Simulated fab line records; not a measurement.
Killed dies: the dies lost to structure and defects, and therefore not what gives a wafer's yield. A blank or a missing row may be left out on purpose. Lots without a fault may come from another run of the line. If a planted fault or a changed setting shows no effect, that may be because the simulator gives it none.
A struck lot beside a sound one -- flow sky130 -- 17 out of 708 route steps
Sound: these wafers, L371.3, L371.4, L371.5. Wafers struck: L372.1, L372.2, L372.6. The cause is given at the end.
Order at every step that has rows: each side's tool, ch and its chambers, its first start. Under that, the readings that differ: sound wafers -- struck wafers -- difference of the means -- sigmas: that difference in standard deviations of wafers without a fault.
alike: readings with means less than 2 such deviations apart, plus words and numbers identical on both sides. not compared: withheld readings, readings lacking a value on some wafer, bounds such as >300 that could conceal the same value, and numbers that have no deviation in the record and whose values overlap.
Wherever a step has rows on one side only, a row that says differs or no value, or a row with sigmas, the two part there. Numbers that have no deviation but don't overlap get no sigmas and don't part them. A reading that every wafer of one side lacks parts them only if that side has two wafers or more.

SKY_CONTACT_ETCH_16: etches BARC in N2/H2, stops on SiO2, time 45.9 s, target depth 60 nm.
  sound on rie-diel-03 ch 1,3, day 33 01:47; struck on rie-diel-01 ch 0,2, day 34 01:30
  alike: drypump-motor-current-A, oes-product-au, throttle-valve-pct
  not compared: rf-hours-counter-h
then, 1 step without rows for these wafers: SKY_CONTACT_ETCH_17 (etches SiO2 in C4F8/O2/Ar, stops on Si3N4, target depth 340 nm).
SKY_CONTACT_ETCH_18: etches Si3N4 in CHF3/O2, stops on TiN, time 39 s, target depth 75 nm.
  sound: rie-diel-03 ch 1,3; struck: rie-diel-01 ch 0,2
reading,sound,struck,difference,sigmas
chf3-flow-sccm (sccm),50.26 50.05 50.40,50.05 49.80 49.92,-0.31,-2
  alike: O2_flow_sccm, drypump-motor-current-A, oes-product-au, throttle-valve-pct
  not compared: rf-hours-counter-h
SKY_CONTACT_STRIP_19: strips in O2/N2.
  sound on plasma-asher-02 ch 0,1, day 33 01:57; struck on plasma-asher-03 ch 0,1, day 34 01:38
reading,sound,struck,difference,sigmas
drypump-motor-current-A (A),5.1 5.2 5.1,6.1 6.0 6.1,+0.9,+2
  alike: oes-product-au, strip-time-to-endpoint-s
  not compared: rf-hours-counter-h
then, 3 steps without rows for these wafers: SKY_CONTACT_STRIP_20 (strips in post etch residue remover, time 1200 s); SKY_CONTACT_CLEAN_21 (cleans in IPA, time 180 s); SKY_CONTACT_CLEAN_22 (cleans in O3/DIW).
SKY_CONTACT_SPUTTER_23: material TiN, target thk 20 nm, time 80 s.
  struck on pvd-sputter-02, day 34 02:14; sound on pvd-sputter-02, day 33 02:31
  alike: cathode-dc-power-W, chamber-pressure-pa, throttle-valve-pct
then, 1 step without rows for these wafers: SKY_CONTACT_CVD_24 (deposits W, target thk 340 nm, time 102.12 s).
SKY_CONTACT_RS_MEAS_25: uses a four-point probe to measure.
  struck on film-metro-04, day 34 02:24; sound on film-metro-03, day 33 02:44
  alike: CONTACT_W_RS
SKY_CONTACT_THK_MEAS_26: measures by xrf.
  struck on film-metro-04, day 34 02:31; sound on film-metro-03, day 33 02:50
reading,sound,struck,difference,sigmas
CONTACT_W_THK (nm),357 348 350,334 321 327,-24,-3
then, 1 step without rows for these wafers: SKY_CONTACT_CMP_27 (polishes, stops on SiO2, t overpolish 15 s, target thk 0 nm).
SKY_METAL1_SPUTTER_00: material Ti, target thk 15 nm, time 10 s.
  struck on pvd-sputter-04, day 34 02:53; sound on pvd-sputter-01, day 33 03:10
  no value came back on the struck wafers for cathode-dc-power-W (W), chamber-pressure-pa (Pa), throttle-valve-pct (%); on the sound wafers cathode-dc-power-W (W) reads 2999.2 3000.4 3000.1
then, 3 steps without rows for these wafers: SKY_METAL1_SPUTTER_01 (material TiN, target thk 20 nm, time 16.7 s); SKY_METAL1_SPUTTER_02 (material AlCu, target thk 250 nm, time 13.3 s); SKY_METAL1_SPUTTER_03 (material Ti, target thk 5 nm, time 3.3 s).
SKY_METAL1_SPUTTER_04: material TiN, target thk 70 nm, time 58.3 s.
  struck on pvd-sputter-04, day 34 02:58; sound on pvd-sputter-01, day 33 03:16
  alike: cathode-dc-power-W, chamber-pressure-pa, throttle-valve-pct

WHERE THEY PART
First at SKY_CONTACT_ETCH_18; last, within this record, at SKY_METAL1_SPUTTER_00. Later steps at which nothing parts them and some readings are alike: SKY_METAL1_SPUTTER_04.

WHY: whatever the simulator had introduced
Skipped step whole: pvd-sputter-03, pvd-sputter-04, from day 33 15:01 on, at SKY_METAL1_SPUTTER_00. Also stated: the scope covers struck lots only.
